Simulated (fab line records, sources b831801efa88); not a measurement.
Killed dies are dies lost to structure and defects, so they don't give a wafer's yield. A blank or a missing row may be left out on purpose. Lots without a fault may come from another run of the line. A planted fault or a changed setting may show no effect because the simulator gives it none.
Chamber matching | flow sky130 | SKY_METAL3_ETCH_17 on rie_diel-01: 4 sister chambers
The step etches SiO2 in C4F8/O2/Ar, stops on TiN, time 3.9 s, target depth 15 nm. 4 wafers are shown with their chamber, then 9 later ones without.

WAFERS WITH THEIR CHAMBER
wafer  | chamber | oes_product_au (a.u.)
L090.2 | 2       | 0.747
L091.1 | 1       | 0.745
L091.2 | 0       | 0.736
L091.3 | 3       | 0.749

WAFERS WITHOUT THEIR CHAMBER
wafer  | oes_product_au (a.u.)
L091.4 | 0.744
L091.5 | 0.743
L091.6 | 0.748
L093.1 | 0.757
L093.2 | 0.747
L093.4 | 0.763
L097.1 | 0.751
L097.5 | 0.747
L097.6 | 0.749

WHICH CHAMBER EACH WENT THROUGH
wafer  | from the rows above               | in truth
L091.4 | can't be placed: 1 or 2 or 3 or 0 | 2
L091.5 | can't be placed: 1 or 2 or 3 or 0 | 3
L091.6 | can't be placed: 2 or 3 or 1      | 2
L093.1 | can't be placed: 3 or 2 or 1      | 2
L093.2 | can't be placed: 2 or 1 or 3      | 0
L093.4 | can't be placed: 3 or 2 or 1      | 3
L097.1 | can't be placed: 3 or 2 or 1      | 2
L097.5 | can't be placed: 2 or 1 or 3      | 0
L097.6 | can't be placed: 3 or 2 or 1      | 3
Placed correctly: 0 of 9. Can't be placed from these rows: 9 (the true chamber is among the candidates in 7). Placed wrongly: 0.
How it was worked out, from the rows above alone: a wafer's distance from a chamber is the root of the sum, over the readings, of the square of ((its reading less the chamber's mean) divided by the reading's scatter). The wafer belongs to the nearest chamber; if the next one is less than 2 further off, it can't be placed. A chamber's mean is the mean of its shown wafers. The scatter: with one shown wafer a chamber, the root of the mean of the squares of how far each hidden wafer lies from its nearest shown one.
